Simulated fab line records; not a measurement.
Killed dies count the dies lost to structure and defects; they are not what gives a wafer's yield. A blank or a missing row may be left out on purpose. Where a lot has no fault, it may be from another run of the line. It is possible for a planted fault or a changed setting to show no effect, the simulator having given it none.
fab line records ; flow sky130
record: lots: 6; wafers: 18; lastDay: 50
route steps=708 shown POLY_GATE@222 PAD_OPEN@708
lots untouched by any fault: they come from a run of this same line in which no faults occurred
startH: the number of hours between the record's first day and the start of the first shown wafer of the lot ; waitH: how many hours have passed since the lot's step before this one ; " unchanged from the row above ; L1.1+2: several wafers, shown together as one row ; - either no value or no given start ; * or withheld: withheld ; < > ~ a bound
route shown NAME@n: NAME is a module with steps in the file, n the number in the route of the first one ; usual: mean/standard deviation of fault-free wafers ; same: alike in all rows ; chamber/n: place in a boat ; sites: the reading at each site ; _std_site: the standard deviation of these ; _edge_site: the outer-site mean with the inner-site mean subtracted ; radiusMm: for every site, how far away it sits from the centre of the wafer ; mask NAME#n: copy n ; behind: the tool/chamber that last shaped the wafer ; hold: the reason the lot was held/the length of the hold in hours/how it ended ; device: the transistor (n, p or np) that didn't switch ; end of line: the same wafers' tests at the end of the route ; a step with no rows: only its recipe ; killed: at the first sort, the dies lost to defects and structure; wafer yield is something else ; map: shows each die of a wafer: x if killed, . if not, _ if none is there
set.NAME: the setting that was run; set.NAME@STEP: the one run at that earlier step ; model.NAME: the simulator's own value behind a step, which no gauge read
lots at selected steps of the route; one table per step, one row per wafer
services: the hour from which a tool's chamber was out of use, counted from the record's first day as startH (under 0 if before that day), plus the number of hours and why
== steps ==
step: SKY_POLY_GATE_COAT_08
recipe: resist: KrF-thick; spinRpm: 3000; resistThkNm: 450
step: SKY_POLY_GATE_SOFTBAKE_09
recipe: tempC: 100; timeS: 90; resist: KrF-thick
step: SKY_POLY_GATE_EXPOSE_10
recipe: maskId: P1M; na: 0.68; sourceShape: conventional; sigmaOuter: 0.6; targetCdNm: 150; doseMj: 28
step: SKY_POLY_GATE_PEB_11
recipe: pebTempC: withheld; pebTimeS: withheld; resist: KrF-thick
step: SKY_POLY_GATE_DEVELOP_12
recipe: developTimeS: 60; resist: KrF-thick; devTempC: 21
step: SKY_POLY_GATE_CD_MEAS_13
recipe: targetCdNm: 150
usual: cdNm: 149.5/1.7
lot.wafer;tool;chamber;startH;waitH;cdNm
L671.2;cdSem-01;-;374.25;-;150.4
L671.4;cdSem-01;-;374.25;-;151.4
L671.5;cdSem-01;-;374.25;-;152.0
L674.1;cdSem-01;-;398.99;-;149.9
L674.4;cdSem-01;-;398.99;-;148.9
L674.5;cdSem-01;-;398.99;-;150.9
L683.1;cdSem-01;-;474.82;-;149.6
L683.2;cdSem-01;-;474.82;-;150.0
L683.3;cdSem-01;-;474.82;-;148.8
L686.2;cdSem-01;-;502.20;-;147.5
L686.3;cdSem-01;-;502.20;-;147.3
L686.5;cdSem-01;-;502.20;-;148.1
L693.1;cdSem-01;-;565.93;-;146.6
L693.4;cdSem-01;-;565.93;-;146.9
L693.6;cdSem-01;-;565.93;-;147.1
L694.4;cdSem-02;-;568.99;-;147.4
L694.5;cdSem-02;-;568.99;-;148.2
L694.6;cdSem-02;-;568.99;-;149.5
step: SKY_POLY_GATE_OVL_MEAS_14
usual: POLY_GATE_OVL: 1/4.2
lot.wafer;tool;chamber;startH;waitH;POLY_GATE_OVL[nm]
L671.2;overlay-01;-;374.35;0.1;-2
L671.4;overlay-01;-;374.35;0.1;-1
L671.5;overlay-01;-;374.35;0.1;-3
L674.1;overlay-01;-;399.11;0.1;4
L674.4;overlay-01;-;399.11;0.1;5
L674.5;overlay-01;-;399.11;0.1;-4
L683.1;overlay-02;-;474.94;0.1;0
L683.2;overlay-02;-;474.94;0.1;0
L683.3;overlay-02;-;474.94;0.1;-3
L686.2;overlay-01;-;502.31;0.1;-2
L686.3;overlay-01;-;502.31;0.1;-8
L686.5;overlay-01;-;502.31;0.1;-5
L693.1;overlay-02;-;566.05;0.1;-3
L693.4;overlay-02;-;566.05;0.1;0
L693.6;overlay-02;-;566.05;0.1;-3
L694.4;overlay-02;-;569.07;0.1;7
L694.5;overlay-02;-;569.07;0.1;7
L694.6;overlay-02;-;569.07;0.1;2
step: SKY_POLY_GATE_ETCH_15
recipe: chemistry: N2/H2; target: BARC; ionEnergyEv: 200; sourceW: 500; biasW: 100; pressureMtorr: 30; n2FlowSccm: 100; h2FlowSccm: 200; stopOn: SiO2; timeS: 118.5; targetDepthA: 1100
usual: drypumpMotorCurrentA: 5.6/0.41; oesProductAu: 0.716/0.0041; throttleValvePct: 13.212/0.0089
lot.wafer;tool;chamber;startH;waitH;drypumpMotorCurrentA;oesProductAu;rfHoursCounterH;throttleValvePct
L671.2;rieDiel-04;3;374.38;0.0;6.1;0.716;67;13.208
L671.4;rieDiel-04;2;374.38;0.0;5.2;0.709;74;13.217
L671.5;rieDiel-04;3;374.38;0.0;6.1;0.716;-;13.216
L674.1;rieDiel-03;1;399.14;0.0;5.0;0.721;6;13.215
L674.4;rieDiel-03;0;399.14;0.0;5.7;0.723;15;13.207
L674.5;rieDiel-03;2;399.14;0.0;5.4;0.718;-;13.222
L683.1;rieDiel-02;0;474.98;0.0;5.3;0.716;47;13.202
L683.2;rieDiel-02;2;474.98;0.0;6.0;0.714;19;13.203
L683.3;rieDiel-02;3;474.98;0.0;5.2;0.721;9;13.201
L686.2;rieDiel-03;1;502.34;0.0;5.0;0.719;8;13.220
L686.3;rieDiel-03;2;502.34;0.0;5.4;0.716;3;13.204
L686.5;rieDiel-03;2;502.34;0.0;5.4;0.718;-;13.207
L693.1;rieDiel-02;3;566.09;0.0;5.2;0.715;10;13.195
L693.4;rieDiel-02;0;566.09;0.0;5.2;0.710;48;13.225
L693.6;rieDiel-02;0;566.09;0.0;5.2;0.710;-;13.218
L694.4;rieDiel-02;3;569.09;0.0;5.2;0.716;11;13.221
L694.5;rieDiel-02;2;569.09;0.0;6.0;0.719;-;13.223
L694.6;rieDiel-02;3;569.09;0.0;5.2;0.716;-;13.212
step: SKY_POLY_GATE_ETCH_16
recipe: stopOn: poly-Si; chemistry: CH3F/O2; target: Si3N4; sourceW: 400; biasW: 80; pressureMtorr: 25; ch3fFlowSccm: 40; O2_flow_sccm: 30; timeS: 147.5; targetDepthA: 750
usual: drypumpMotorCurrentA: 5.6/0.41; oesProductAu: 0.639/0.0049; throttleValvePct: 10.535/0.0094
lot.wafer;tool;chamber;startH;waitH;drypumpMotorCurrentA;oesProductAu;rfHoursCounterH;throttleValvePct
L671.2;rieDiel-04;3;374.46;0.0;6.0;0.639;68;10.547
L671.4;rieDiel-04;2;374.46;0.0;5.2;0.634;74;10.521
L671.5;rieDiel-04;3;374.46;0.0;6.0;0.640;-;10.523
L674.1;rieDiel-03;1;399.22;0.0;5.0;0.633;6;10.536
L674.4;rieDiel-03;0;399.22;0.0;5.7;0.645;15;10.540
L674.5;rieDiel-03;2;399.22;0.0;5.4;0.646;-;10.547
L683.1;rieDiel-02;0;475.06;0.0;5.3;0.646;47;10.536
L683.2;rieDiel-02;2;475.06;0.0;6.0;0.631;19;10.546
L683.3;rieDiel-02;3;475.06;0.0;5.2;0.636;9;10.545
L686.2;rieDiel-03;1;502.42;0.0;5.0;0.636;8;10.532
L686.3;rieDiel-03;2;502.42;0.0;5.3;0.644;4;10.531
L686.5;rieDiel-03;2;502.42;0.0;5.3;0.640;-;10.538
L693.1;rieDiel-02;3;566.17;0.0;5.2;0.632;10;10.559
L693.4;rieDiel-02;0;566.17;0.0;5.2;0.643;48;10.556
L693.6;rieDiel-02;0;566.17;0.0;5.2;0.638;-;10.544
L694.4;rieDiel-02;3;569.17;0.0;5.2;0.638;11;10.540
L694.5;rieDiel-02;2;569.17;0.0;6.0;0.646;-;10.529
L694.6;rieDiel-02;3;569.17;0.0;5.2;0.638;-;10.525
step: SKY_POLY_GATE_ETCH_17
recipe: targetDepthNm: 180; stopOn: SiO2; overEtchFrac: 0.56667; chemistry: HBr/Cl2; target: poly-Si; icpW: 400; biasW: 100; pressureMtorr: 10; HBr_flow_sccm: 150; Cl2_flow_sccm: 50; timeS: 70.5
usual: HBr_flow_sccm: 150.0/0.47; drypumpMotorCurrentA: 6.0/0.58; oesProductAu: 0.983/0.0079; throttleValvePct: 33.685/0.01
lot.wafer;tool;chamber;startH;waitH;HBr_flow_sccm;drypumpMotorCurrentA;oesProductAu;rfHoursCounterH;throttleValvePct
L671.2;rieSi-02;2;374.56;0.0;149.3;6.1;0.987;84;33.675
L671.4;rieSi-02;2;374.56;0.0;149.9;6.1;0.984;-;33.704
L671.5;rieSi-02;0;374.56;0.0;150.8;6.7;0.989;-;33.676
L674.1;rieSi-02;1;399.32;0.0;150.3;5.7;0.980;42;33.681
L674.4;rieSi-02;2;399.32;0.0;149.9;6.1;0.985;0;33.691
L674.5;rieSi-02;0;399.32;0.0;150.2;6.7;0.984;-;33.679
L683.1;rieSi-02;0;475.16;0.0;150.4;6.7;0.983;3;33.692
L683.2;rieSi-02;1;475.16;0.0;149.3;5.7;0.986;43;33.692
L683.3;rieSi-02;3;475.16;0.0;150.1;5.1;0.967;4;33.686
L686.2;rieSi-01;0;502.52;0.0;149.5;6.4;0.985;1;33.664
L686.3;rieSi-01;3;502.52;0.0;149.7;6.1;0.988;4;33.660
L686.5;rieSi-01;3;502.52;0.0;149.7;6.1;0.980;-;33.683
L693.1;rieSi-02;2;566.27;0.0;149.7;6.1;0.983;1;33.693
L693.4;rieSi-02;2;566.27;0.0;150.2;6.1;0.985;-;33.698
L693.6;rieSi-02;0;566.27;0.0;149.7;6.7;0.983;-;33.692
L694.4;rieSi-01;3;569.27;0.0;150.2;6.1;0.974;4;33.687
L694.5;rieSi-01;3;569.27;0.0;149.9;6.1;0.975;-;33.666
L694.6;rieSi-01;2;569.27;0.0;149.1;6.4;0.980;-;33.683
step: SKY_POLY_GATE_STRIP_18
recipe: chemistry: O2/N2; powerW: 1400; pressureMtorr: 1500; platenTempC: withheld; o2FlowSccm: 3000; n2FlowSccm: 300; overashFraction: 0.5
usual: drypumpMotorCurrentA: 6.0/0.52; oesProductAu: 0.362/0.0046; stripTimeToEndpointS: 3.18/0.038
lot.wafer;tool;chamber;startH;waitH;drypumpMotorCurrentA;oesProductAu;rfHoursCounterH;stripTimeToEndpointS
L671.2;plasmaAsher-03;0;374.62;0.0;5.2;0.361;55;3.23
L671.4;plasmaAsher-03;1;374.62;0.0;6.3;0.361;-;3.12
L671.5;plasmaAsher-03;0;374.62;0.0;5.2;0.359;-;3.20
L674.1;plasmaAsher-04;0;399.38;0.0;6.3;0.370;72;3.22
L674.4;plasmaAsher-04;1;399.38;0.0;6.7;0.355;-;3.19
L674.5;plasmaAsher-04;0;399.38;0.0;6.2;0.357;-;3.21
L683.1;plasmaAsher-03;1;475.22;0.0;6.3;0.355;67;3.14
L683.2;plasmaAsher-03;0;475.22;0.0;5.2;0.359;67;3.16
L683.3;plasmaAsher-03;1;475.22;0.0;6.3;0.359;-;3.20
L686.2;plasmaAsher-04;0;502.57;0.0;6.2;0.352;83;3.13
L686.3;plasmaAsher-04;1;502.57;0.0;6.7;0.369;-;3.13
L686.5;plasmaAsher-04;0;502.57;0.0;6.2;0.353;-;3.15
L693.1;plasmaAsher-04;1;566.32;0.0;6.6;0.363;89;3.17
L693.4;plasmaAsher-04;0;566.32;0.0;6.2;0.363;-;3.14
L693.6;plasmaAsher-04;0;566.32;0.0;6.2;0.359;-;3.14
L694.4;plasmaAsher-02;0;569.36;0.1;5.6;0.356;-;3.19
L694.5;plasmaAsher-02;1;569.36;0.1;5.8;0.361;-;3.17
L694.6;plasmaAsher-02;0;569.36;0.1;5.6;0.362;-;3.18
step: SKY_POLY_GATE_CLEAN_19
recipe: chemistry: SC1/SC2; mix: 1:4:20; tempC: 70; timeS: 150; dry: n2Spin
step: SKY_POLY_GATE_OXIDATION_20
recipe: tempC: 850; ambient: O2; stabiliseS: 600; purgeS: 300; targetThkA: 40; oxTimeS: 899
usual: spikeTcBottomC: 869.7/1.1; spikeTcCentreC: 851.5/1.2; spikeTcLowerC: 850.5/1; spikeTcTopC: 860.0/1; spikeTcUpperC: 850.7/0.99; tubeCenterTempC: 850.01/0.082; tube_center_temp_C_max: 852.2/0.32; zonePowerBottomPct: 24.6/0.7; zonePowerTopPct: 28.83/0.28
same: purgeS: 300
lot.wafer;tool;chamber;startH;waitH;spikeTcBottomC;spikeTcCentreC;spikeTcLowerC;spikeTcTopC;spikeTcUpperC;tubeCenterTempC;tube_center_temp_C_max;zonePowerBottomPct;zonePowerTopPct;model.SiO2_of_POLY_GATE_OXIDATION_20.thkNm
L671.2;furnace-02;0;375.37;0.6;868.5;851.3;850.6;858.9;849.1;849.88;852.1;25.2;28.78;3.994
L671.4;furnace-02;0;375.37;0.6;869.4;851.2;852.1;862.1;849.4;849.94;851.6;24.9;29.16;3.975
L671.5;furnace-02;0;375.37;0.6;870.6;850.2;850.6;860.8;850.6;849.8;852.1;25.3;28.70;4.035
L674.1;furnace-02;0;400.66;1.1;869.0;851.8;850.5;861.2;850.5;850.09;852.1;25.5;28.48;3.971
L674.4;furnace-02;0;400.66;1.1;870.5;851.5;849.0;859.8;850.9;850.04;852.3;25.1;28.94;4.013
L674.5;furnace-02;0;400.66;1.1;869.8;852.5;850.1;858.7;849.6;850.02;852.0;25.1;28.69;4.053
L683.1;furnace-02;0;475.37;0.0;901.9;883.8;882.9;892.4;882.1;881.8;883.7;27.5;30.21;5.921
L683.2;furnace-02;0;475.37;0.0;900.0;883.5;883.6;891.3;883.6;882.02;884.3;26.8;31.04;5.928
L683.3;furnace-02;0;475.37;0.0;900.0;885.0;883.5;891.0;882.8;881.92;883.5;27.3;30.48;5.916
L686.2;furnace-02;0;503.22;0.5;902.8;882.4;881.9;891.1;883.6;881.93;883.7;27.0;30.20;5.921
L686.3;furnace-02;0;503.22;0.5;900.6;883.6;882.5;891.1;881.5;882.01;884.1;26.7;30.76;5.876
L686.5;furnace-02;0;503.22;0.5;900.6;884.0;881.7;890.9;882.5;881.91;883.9;26.8;29.95;5.855
L693.1;furnace-02;0;567.78;1.3;871.6;851.3;849.3;859.9;849.5;850.04;852.2;25.0;28.39;3.993
L693.4;furnace-02;0;567.78;1.3;869.6;850.7;850.2;859.8;850.5;849.95;852.0;25.5;28.93;3.95
L693.6;furnace-02;0;567.78;1.3;868.7;852.2;852.0;860.7;850.9;849.85;851.8;25.4;29.18;3.997
L694.4;furnace-02;0;573.14;3.7;868.6;851.6;851.0;859.0;849.1;849.93;852.2;25.1;28.25;4.07
L694.5;furnace-02;0;573.14;3.7;870.2;852.0;848.7;858.3;849.5;849.95;852.5;24.7;28.40;3.996
L694.6;furnace-02;0;573.14;3.7;870.5;851.6;849.7;859.8;850.9;849.97;852.1;25.2;29.05;4.034
step: SKY_POLY_GATE_THK_MEAS_21
recipe: reads: SiO2_of_POLY_GATE_OXIDATION_20
usual: POLY_GATE_OXIDATION_THK: 4.01/0.073
lot.wafer;tool;chamber;startH;waitH;POLY_GATE_OXIDATION_THK[nm]
L671.2;filmMetro-01;-;376.63;0.0;3.97
L671.4;filmMetro-01;-;376.63;0.0;3.94
L671.5;filmMetro-01;-;376.63;0.0;4.06
L674.1;filmMetro-03;-;401.91;0.0;3.95
L674.4;filmMetro-03;-;401.91;0.0;4.07
L674.5;filmMetro-03;-;401.91;0.0;4.07
L683.1;filmMetro-03;-;476.62;0.0;5.89
L683.2;filmMetro-03;-;476.62;0.0;5.94
L683.3;filmMetro-03;-;476.62;0.0;5.94
L686.2;filmMetro-02;-;504.48;0.0;5.92
L686.3;filmMetro-02;-;504.48;0.0;5.87
L686.5;filmMetro-02;-;504.48;0.0;5.84
L693.1;filmMetro-01;-;569.03;0.0;3.99
L693.4;filmMetro-01;-;569.03;0.0;3.94
L693.6;filmMetro-01;-;569.03;0.0;3.92
L694.4;filmMetro-03;-;574.42;0.0;4.04
L694.5;filmMetro-03;-;574.42;0.0;3.96
L694.6;filmMetro-03;-;574.42;0.0;4.03
step: SKY_POLY_GATE_CD_MEAS_22
usual: cdNm: 149/3
lot.wafer;tool;chamber;startH;waitH;cdNm
L671.2;cdSem-02;-;376.71;0.1;153
L671.4;cdSem-02;-;376.71;0.1;153
L671.5;cdSem-02;-;376.71;0.1;155
L674.1;cdSem-02;-;401.97;0.1;149
L674.4;cdSem-02;-;401.97;0.1;153
L674.5;cdSem-02;-;401.97;0.1;155
L683.1;cdSem-01;-;476.68;0.1;148
L683.2;cdSem-01;-;476.68;0.1;148
L683.3;cdSem-01;-;476.68;0.1;148
L686.2;cdSem-01;-;504.56;0.1;148
L686.3;cdSem-01;-;504.56;0.1;152
L686.5;cdSem-01;-;504.56;0.1;153
L693.1;cdSem-02;-;569.09;0.1;143
L693.4;cdSem-02;-;569.09;0.1;146
L693.6;cdSem-02;-;569.09;0.1;143
L694.4;cdSem-01;-;574.53;0.1;147
L694.5;cdSem-01;-;574.53;0.1;148
L694.6;cdSem-01;-;574.53;0.1;145
step: SKY_PAD_OPEN_PROBE_99
usual: killed_at_M0_to_M3: 43/7.7; killed_at_M4_up: 2.9/1.7; killedAtContacts: 24/5.5; killedAtFrontEnd: 15/4; killedAtOther: 0.4/0.66; killedDies: 86/9.4; killedOpen: 47/6.7; killedShort: 38/6.2
same: grossDies: 492; killedAtBackSide: 0
lot.wafer;tool;chamber;startH;waitH;killed_at_M0_to_M3;killed_at_M4_up;killedAtContacts;killedAtFrontEnd;killedAtOther;killedDies;killedOpen;killedShort;model.etest.tipP.rsOhmSq;model.etest.tipSonos.rsOhmSq;model.etest.pfet_01v8.rOnOhmUm;model.etest.resPdiff.lineOhmUm;model.etest.tipN.rsOhmSq;model.etest.resNdiff.lineOhmUm;model.etest.resPdiff.rsOhmSq;model.etest.resPdiffHv.rsOhmSq
L671.2;prober-02;-;1074.36;0.1;53;3;19;10;0;85;50;35;6816;2707;2954;1376;445.5;755.7;198.4;194.3
L671.4;prober-02;-;1074.46;0.2;53;3;24;14;0;94;50;43;6864;2700;2975;1390;443.8;782.4;198.5;193.7
L671.5;prober-02;-;1074.51;0.2;51;2;31;14;0;98;51;47;6922;2652;2982;1346;442.6;763.3;199.1;194.2
L674.1;prober-01;-;1094.45;0.1;43;5;37;17;1;103;48;54;6901;2771;2882;1353;437.5;759.7;195.7;190.4
L674.4;prober-01;-;1094.60;0.2;33;4;23;17;0;77;41;36;6894;2723;2938;1388;440.6;771.5;196.8;190.3
L674.5;prober-01;-;1094.65;0.2;41;2;15;14;0;72;40;31;6864;2774;2952;1357;445.2;761.2;197.1;191.6
L683.1;prober-02;-;1144.81;0.1;53;6;26;16;0;101;53;47;7144;2999;2971;1451;486.3;801.3;209.4;199.9
L683.2;prober-02;-;1144.86;0.1;40;0;18;19;1;78;39;39;7157;3037;2973;1459;487.6;802;208.6;199.9
L683.3;prober-02;-;1144.91;0.2;48;5;16;12;0;81;41;40;7126;2996;3023;1443;488.4;798.6;208.5;197
L686.2;prober-01;-;1164.68;0.1;53;1;18;18;0;90;50;40;7384;2913;3046;1454;483.4;821.7;202.8;193.6
L686.3;prober-01;-;1164.73;0.2;37;3;28;14;0;82;48;34;7362;2934;3078;1430;477.9;791;201.3;192.4
L686.5;prober-01;-;1164.83;0.2;48;1;32;10;0;91;52;39;7394;2901;3077;1429;481.5;798;201.8;192.2
L693.1;prober-02;-;1199.36;0.1;44;5;31;14;0;94;50;44;6854;2571;2782;1340;441;759.3;193;187.6
L693.4;prober-02;-;1199.51;0.2;34;5;23;11;0;73;49;24;6786;2487;2718;1329;442.1;732.9;193;185.6
L693.6;prober-02;-;1199.61;0.2;35;5;28;9;0;77;42;35;6805;2597;2744;1351;437.6;757.7;193.1;188.8
L694.4;prober-01;-;1200.41;0.2;47;4;26;11;2;90;47;43;6903;2627;2806;1390;449.5;776.7;195.3;190
L694.5;prober-01;-;1200.46;0.2;31;3;20;9;1;64;42;22;6834;2603;2830;1368;446.1;775.5;194.2;188.5
L694.6;prober-01;-;1200.51;0.2;51;4;20;13;2;90;51;39;6875;2616;2789;1384;443.3;785.9;196.9;190.1
killed by level:class
L671.2 VIA1:geometricParticle:open=15 CONTACT:geometricParticle:open=11 VIA3:geometricParticle:open=9 METAL2:geometricParticle:short=8 METAL1:geometricParticle:short=5 CONTACT:geometricParticle:short=4 VIA1:geometricParticle:short=4 VIA2:geometricParticle:open=4
L671.4 VIA1:geometricParticle:open=18 LI_CONTACT:geometricParticle:open=11 VIA1:geometricParticle:short=9 CONTACT:geometricParticle:open=7 METAL2:geometricParticle:short=5 FIELD_ISO:geometricParticle:short=4 POLY_GATE:geometricParticle:short=4 METAL3:geometricParticle:short=4
L671.5 CONTACT:geometricParticle:short=10 LI_CONTACT:geometricParticle:open=9 CONTACT:geometricParticle:open=8 VIA1:geometricParticle:short=8 VIA1:geometricParticle:open=7 METAL2:geometricParticle:short=7 FIELD_ISO:geometricParticle:open=5 METAL1:geometricParticle:short=5
L674.1 CONTACT:geometricParticle:open=14 METAL2:geometricParticle:short=9 LI_CONTACT:geometricParticle:open=9 VIA1:geometricParticle:open=9 METAL1:geometricParticle:short=8 CONTACT:geometricParticle:short=7 VIA3:geometricParticle:short=5 METAL4:geometricParticle:short=5
L674.4 CONTACT:geometricParticle:open=10 METAL1:geometricParticle:short=8 FIELD_ISO:geometricParticle:short=6 LI_CONTACT:geometricParticle:open=6 VIA1:geometricParticle:open=5 VIA3:geometricParticle:open=5 POLY_GATE:geometricParticle:open=4 LI_CONTACT:geometricParticle:short=3
L674.5 VIA1:geometricParticle:open=9 LI_CONTACT:geometricParticle:open=6 VIA1:geometricParticle:short=6 VIA3:geometricParticle:open=6 FIELD_ISO:geometricParticle:open=4 CONTACT:geometricParticle:open=4 VIA2:geometricParticle:open=4 METAL3:geometricParticle:short=4
L683.1 CONTACT:geometricParticle:open=14 VIA1:geometricParticle:open=11 VIA1:geometricParticle:short=8 LI_CONTACT:geometricParticle:open=7 VIA3:geometricParticle:open=7 METAL1:geometricParticle:short=6 VIA2:geometricParticle:open=6 FIELD_ISO:geometricParticle:short=5
L683.2 VIA1:geometricParticle:open=8 POLY_GATE:geometricParticle:open=6 LOCAL_INTERCONNECT:geometricParticle:short=6 METAL2:geometricParticle:short=6 LI_CONTACT:geometricParticle:open=5 VIA2:geometricParticle:short=5 VIA2:geometricParticle:open=5 FIELD_ISO:geometricParticle:short=4
L683.3 VIA1:geometricParticle:open=12 VIA2:geometricParticle:open=7 METAL1:geometricParticle:short=6 METAL2:geometricParticle:short=6 CONTACT:geometricParticle:short=5 CONTACT:geometricParticle:open=5 VIA3:geometricParticle:short=5 VIA1:geometricParticle:short=5
L686.2 VIA1:geometricParticle:open=13 METAL1:geometricParticle:short=9 LI_CONTACT:geometricParticle:open=8 CONTACT:geometricParticle:open=7 FIELD_ISO:geometricParticle:short=6 VIA2:geometricParticle:open=6 VIA3:geometricParticle:open=6 VIA2:geometricParticle:short=5
L686.3 VIA1:geometricParticle:open=13 CONTACT:geometricParticle:open=9 VIA2:geometricParticle:open=7 LOCAL_INTERCONNECT:geometricParticle:short=6 CONTACT:geometricParticle:short=6 FIELD_ISO:geometricParticle:short=3 LOCAL_INTERCONNECT:geometricParticle:open=3 METAL1:geometricParticle:open=3
L686.5 LI_CONTACT:geometricParticle:open=10 METAL1:geometricParticle:short=10 LOCAL_INTERCONNECT:geometricParticle:short=9 VIA1:geometricParticle:open=9 VIA3:geometricParticle:open=7 CONTACT:geometricParticle:open=6 VIA2:geometricParticle:open=6 POLY_GATE:geometricParticle:open=5
L693.1 LOCAL_INTERCONNECT:geometricParticle:short=12 VIA1:geometricParticle:open=11 CONTACT:geometricParticle:open=9 METAL2:geometricParticle:short=8 VIA2:geometricParticle:open=6 VIA1:geometricParticle:short=6 VIA3:geometricParticle:open=6 FIELD_ISO:geometricParticle:open=5
L693.4 VIA1:geometricParticle:open=9 CONTACT:geometricParticle:open=7 LI_CONTACT:geometricParticle:open=6 VIA2:geometricParticle:open=6 VIA3:geometricParticle:open=5 FIELD_ISO:geometricParticle:open=4 LOCAL_INTERCONNECT:geometricParticle:short=4 POLY_GATE:geometricParticle:open=3
L693.6 LI_CONTACT:geometricParticle:open=9 CONTACT:geometricParticle:open=9 VIA2:geometricParticle:open=7 METAL1:geometricParticle:short=5 VIA3:geometricParticle:open=5 LOCAL_INTERCONNECT:geometricParticle:short=4 CONTACT:geometricParticle:short=4 VIA2:geometricParticle:short=4
L694.4 CONTACT:geometricParticle:open=11 VIA2:geometricParticle:open=8 METAL2:geometricParticle:short=7 VIA3:geometricParticle:open=7 LOCAL_INTERCONNECT:geometricParticle:short=5 VIA1:geometricParticle:open=5 LI_CONTACT:geometricParticle:open=4 CONTACT:geometricParticle:short=4
L694.5 VIA1:geometricParticle:open=13 LI_CONTACT:geometricParticle:open=7 CONTACT:geometricParticle:open=6 VIA2:geometricParticle:open=6 CONTACT:geometricParticle:short=4 FIELD_ISO:geometricParticle:open=3 POLY_GATE:geometricParticle:short=3 METAL1:geometricParticle:short=3
L694.6 VIA1:geometricParticle:open=10 VIA2:geometricParticle:open=9 METAL1:geometricParticle:short=9 CONTACT:geometricParticle:open=8 METAL2:geometricParticle:short=7 LI_CONTACT:geometricParticle:open=5 VIA3:geometricParticle:open=5 FIELD_ISO:geometricParticle:open=4
== services ==
tool;chamber;startH;hours;kind
plasmaAsher-03;-;352.82;8.9;repair
rieDiel-02;2;360.90;2.2;repair
plasmaAsher-03;-;364.48;7.3;repair
rieSi-02;3;367.68;11.2;repair
furnace-02;-;378.15;4.3;pm
rieSi-02;2;378.87;-;clean
rieSi-02;2;378.87;17.4;scheduledDown
plasmaAsher-04;-;384.16;4.2;repair
plasmaAsher-02;-;385.04;21.0;repair
rieDiel-04;-;389.13;14.6;pm
plasmaAsher-02;-;421.25;9.0;pm
rieDiel-03;2;430.03;2.6;repair
furnace-02;-;464.46;4.5;repair
plasmaAsher-03;-;475.92;3.0;repair
plasmaAsher-03;-;492.63;7.9;repair
furnace-02;-;495.13;3.3;pm
rieDiel-02;0;501.77;2.9;repair
plasmaAsher-02;-;512.16;2.7;pm
rieDiel-02;2;517.24;14.0;repair
rieSi-01;1;533.03;7.0;repair
furnace-02;-;544.95;4.3;pm
rieDiel-02;1;569.41;-;clean
rieDiel-02;1;569.41;17.7;scheduledDown
rieDiel-02;1;569.41;17.7;ventCycle
== key ==
firstSign: step: SKY_POLY_GATE_OXIDATION_20; reading: tubeCenterTempC; direction: up; sigmas: 99+; usual: *; struck: *
effect: step: SKY_POLY_GATE_OXIDATION_20; reading: tube_center_temp_C_max; direction: up; sigmas: 99; usual: *; struck: *
effect: step: SKY_POLY_GATE_THK_MEAS_21; reading: POLY_GATE_OXIDATION_THK; direction: up; sigmas: 26; usual: 4.01; struck: 5.90
modelEffect: step: SKY_POLY_GATE_OXIDATION_20; value: SiO2_of_POLY_GATE_OXIDATION_20.thkNm; without: 4.002; struck: 5.903
modelEffect: step: SKY_PAD_OPEN_PROBE_99; value: etest.tipP.rsOhmSq; without: 6919; struck: 7261
metAt SKY_POLY_GATE_OXIDATION_20
struckWafers L683.1,L683.2,L683.3,L686.2,L686.3,L686.5
testerLeftOut L683,L686
onsetBetween 400.66 475.37
fault: kind: processParameterDrift; tool: furnace-02; chamber: -; onsetH: 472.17; steps: SKY_POLY_GATE_OXIDATION_20; channel: tempC; offset: *; shape: step; endH: 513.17; actsIn: *; stated: *
testerLeftOut: of these lots the tester's yield and bins aren't shown, on N5 and GAA mostly nor the transistor test; their killed dies are dies lost to structure and defects alone, not to doping, threshold or leakage, so they don't give the yield
